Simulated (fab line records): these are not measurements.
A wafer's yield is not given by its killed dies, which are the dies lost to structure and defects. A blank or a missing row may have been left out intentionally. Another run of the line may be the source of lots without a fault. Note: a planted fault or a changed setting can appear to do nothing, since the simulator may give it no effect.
Which tool did it? | flow gf180mcu | 6 lots, 18 wafers sampled, at 1 step of a route of 602

== WHAT THE GAUGES READ, wafer by wafer ==
GF_V1_THK_MEAS_25: measures by xrf.
lot  | measured     | on            | V1_W_THK (nm)
L935 | day 19 09:58 | film_metro-03 | 340 348 344
L937 | day 20 14:43 | film_metro-03 | 346 346 341
L941 | day 21 19:17 | film_metro-04 | 334 337 341
L943 | day 22 08:40 | film_metro-03 | 342 344 338
L945 | day 23 00:02 | film_metro-03 | 340 350 339
L954 | day 25 17:55 | film_metro-03 | 349 346 344

== WHAT TOOL EACH LOT RAN ON (gives the tool, then ch and the chambers of the sampled wafers, and finally the start) ==
There is no process step in the record ahead of these readings.

== THE ANSWER, worked out from the rows above alone ==
Rule: the lots themselves supply what counts as usual. Put in order of their means at a reading, lots are off if they are a third of the lots or fewer, leave a main group of 4 or more, and stand apart from it by a gap of 3 or more times the standard deviation of the main group's means; of several such gaps the widest counts. If all means in a main group match to the digits the tables above print for the reading, that group is not used. A lot without any number at a reading at which 4 lots or more have one is off too. Where the step has rows for the other lots, those lots are counted as sound.
No lot is off on any of the readings shown, so nothing can be concluded from this.

== WHAT HAD BEEN PUT IN BY THE SIMULATOR ==
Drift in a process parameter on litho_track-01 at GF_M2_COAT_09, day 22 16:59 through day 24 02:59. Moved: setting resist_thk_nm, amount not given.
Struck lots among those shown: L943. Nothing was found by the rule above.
